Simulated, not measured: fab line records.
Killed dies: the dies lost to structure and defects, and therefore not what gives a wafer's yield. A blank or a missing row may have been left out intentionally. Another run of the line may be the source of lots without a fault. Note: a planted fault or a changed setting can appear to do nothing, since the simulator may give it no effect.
Problem report, 8D (eight disciplines) form, completed by code / flow sfq_line / the parts of the form that need people (team, actions taken, sign-off) are left out

== 1. THE PROBLEM ==
Wafers free of any fault read 0.894 ohm/sq (standard deviation 0.012) for M1_NB_RS at SFQ_M1_RS_MEAS_909, against a mean of 0.647 ohm/sq on 2 wafers of 2 lots. That is -21 standard deviations from the usual mean.
The step: measures by four-point-probe.
First seen on wafer L534.5, day 21 15:37, on film_metro-02. The record has a number at this step for 40 wafers belonging to 14 lots. Rule for "out" (also "out of limits"): further than 4 standard deviations from the usual mean. Any other wafer with a number is counted as sound.

== 2. WHAT IT IS, AND WHAT IT ISN'T ==
question=which readings at this step | is=M1_NB_RS | is not=-
question=which lots | is=L534, L535 | is not=L522, L523, L525, L527, L528, L530, L532, L540, L541, L543, L544, L545
question=which wafers of those lots | is=L534.5, L535.5 | is not=L534.2, L534.6
question=read on which gauges | is=film_metro-02 | is not=film_metro-03
question=when | is=from day 21 15:37 | is not=up to then (23 sound wafers); but 15 sound wafers of L540, L541, L543, L544, L545 came after

== 3. THE SUSPECTS, EACH WITH WHAT RULES IT OUT ==
Counting: if a tool at a process step up to the reading ran every lot that is out, it stays a suspect. Sound lots after the first of them don't rule it out here, since some wafers of a struck lot are sound.
- the gauge at SFQ_M1_RS_MEAS_909 has been ruled out. All the wafers that are out were read on film_metro-02, but those of them that SFQ_TRILAYER_M1_ETCH_METAL_ETCH_042 has rows for are out there too, on other tools.
- pvd_sputter-06 at SFQ_TRILAYER_M1_DEP_SPUTTER_037 (material Nb, target thk 200 nm, time 133.3 s): kept. It ran every lot that is out, first L534 (day 21 15:30); its last sound lot up to then is L530 (day 20 06:59).
Left after counting: pvd_sputter-06 at SFQ_TRILAYER_M1_DEP_SPUTTER_037.

== 4. THE CAUSE (what the simulator had put in) ==
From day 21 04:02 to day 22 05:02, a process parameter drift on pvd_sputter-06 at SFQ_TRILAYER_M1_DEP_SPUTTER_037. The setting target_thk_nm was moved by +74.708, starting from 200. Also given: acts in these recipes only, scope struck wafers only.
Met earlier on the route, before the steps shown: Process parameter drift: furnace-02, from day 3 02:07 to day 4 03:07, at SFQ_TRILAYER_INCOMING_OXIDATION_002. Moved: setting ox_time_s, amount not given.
The count eliminated every tool but this one.

== 5. SEQUENCE OF EFFECTS, ordered by route ==
Rows list readings where the struck wafers' mean (over those with a number) sits beyond 3 standard deviations from the usual. Readings are gone through only where the record gives a usual standard deviation; hours: the median, over the lots, of the time from a lot's start at the first step in this table giving one to that lot's start at this step; sigmas: the change measured in usual standard deviations.
hours=0; step=SFQ_M1_RS_MEAS_909; reading=M1_NB_RS; usual=0.894 ohm/sq; on struck wafers=0.647; change=-0.247; sigmas=-21
hours=162; step=SFQ_TRILAYER_M1_ETCH_METAL_ETCH_042; reading=oes_product_au; usual=0.892 a.u.; on struck wafers=1.000; change=+0.108; sigmas=+14
Its process steps:
- SFQ_TRILAYER_M1_ETCH_METAL_ETCH_042: etches Nb in Cl2/Ar, stops on SiO2, target depth 240 nm, time 120 s.

== 6. HOW IT WOULD HAVE BEEN CAUGHT EARLIER ==
In this record the first reading out of limits at a measuring or inspecting step was taken at day 21 15:37, 12 hours after the fault began at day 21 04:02.
Tool readings at SFQ_TRILAYER_M1_DEP_SPUTTER_037 with a usual standard deviation given in the record: none out on any struck wafer, hence no alarm at a limit of 4 standard deviations on them.
Of the lots that are out (2), L535 began SFQ_TRILAYER_M1_DEP_SPUTTER_037 on pvd_sputter-06 after day 21 15:37. It would have been spared by a hold on the tool at that moment.
